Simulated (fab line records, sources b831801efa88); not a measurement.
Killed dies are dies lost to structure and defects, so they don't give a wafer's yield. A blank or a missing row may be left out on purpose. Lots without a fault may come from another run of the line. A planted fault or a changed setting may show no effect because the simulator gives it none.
A struck lot beside a sound one | flow sky130 | 15 steps out of a route of 708
Sound: wafers L778.2, L778.3, L778.6. Struck: wafer L783.4. (L783.2, L783.5 of the same lot were not struck and are left out.) The cause comes at the end.
At each step with rows: each side's tool, then ch and its chambers, then its first start. Under that, the readings that differ: sound wafers | struck wafers | difference of the means | sigmas: that difference in standard deviations of wafers without a fault.
alike: readings whose means differ by less than 2 such deviations, and words and numbers that are the same on both sides. not compared: withheld readings, readings that some wafer has no value for, bounds like >300 that may hide the same value, and numbers for which the record gives no deviation and whose values overlap.
The two part at a step that has a row with sigmas, a row that says differs or no value, or rows on one side only. Numbers that don't overlap but have no deviation are shown without sigmas and don't part them. A reading that every wafer of one side lacks parts them only if that side has two wafers or more.

SKY_CAPM_THK_MEAS_01:
  sound on film_metro-04, day 39 11:18; struck on film_metro-04, day 41 08:58
  alike: CAPM_CVD_00_THK
SKY_CAPM_SPUTTER_02: material TiN, target thk 200 nm, time 166.7 s.
  sound on pvd_sputter-03, day 39 11:21; struck on pvd_sputter-01, day 41 09:01
  alike: susceptor_temp_C, throttle_valve_pct
SKY_CAPM_RS_MEAS_03: measures by four-point-probe.
  sound on film_metro-01, day 39 11:29; struck on film_metro-01, day 41 09:08
  alike: CAPM_TIN_RS
SKY_CAPM_THK_MEAS_04: measures by xrf.
  sound on film_metro-01, day 39 11:36; struck on film_metro-01, day 41 09:15
  alike: CAPM_TIN_THK
then, 7 steps without rows for these wafers: SKY_CAPM_DEHYDRATE_05 (time 60 s); SKY_CAPM_HMDS_06 (prime time 60 s); SKY_CAPM_COAT_07 (resist thk 1140 nm); SKY_CAPM_SOFTBAKE_08 (time 60 s); SKY_CAPM_EXPOSE_09 (exposes mask CAPM, target cd 1000 nm); SKY_CAPM_PEB_10; SKY_CAPM_DEVELOP_11 (develop time 60 s).
SKY_CAPM_OVL_MEAS_12:
  sound on overlay-01, day 40 10:44; struck on overlay-01, day 42 08:01
  alike: CAPM_OVL
SKY_CAPM_METAL_ETCH_13: etches TiN in Cl2/BCl3, stops on SiO2, target depth 220 nm, time 62.9 s.
  sound on rie_metal-03 ch 1, day 40 10:46; struck on rie_metal-03 ch 1, day 42 08:02
  reading    | sound             | struck | difference | sigmas
  bias_w (W) | 48.61 48.49 48.59 | 49.63  | +1.07      | +7
  alike: drypump_motor_current_A, oes_product_au, throttle_valve_pct
  not compared: rf_hours_counter_h, model.SiO2_of_CAPM_CVD_00.thk_nm
SKY_CAPM_STRIP_14: strips in O2/N2.
  sound on plasma_asher-01 ch 0,1, day 40 10:50; struck on plasma_asher-02 ch 1, day 42 08:07
  alike: drypump_motor_current_A, oes_product_au, strip_time_to_endpoint_s
  not compared: rf_hours_counter_h
SKY_PAD_OPEN_PROBE_99:
  the record has rows for the sound wafers here (prober-02, day 48 05:24) and none for the struck ones

WHERE THEY PART
First at SKY_CAPM_METAL_ETCH_13; last, within this record, at SKY_PAD_OPEN_PROBE_99.

WHY: what the simulator had put in
Process parameter drift: rie_metal-03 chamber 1, from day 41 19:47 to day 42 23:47, at SKY_CAPM_METAL_ETCH_13. Setting bias_w, moved by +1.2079, from 48.5. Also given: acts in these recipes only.
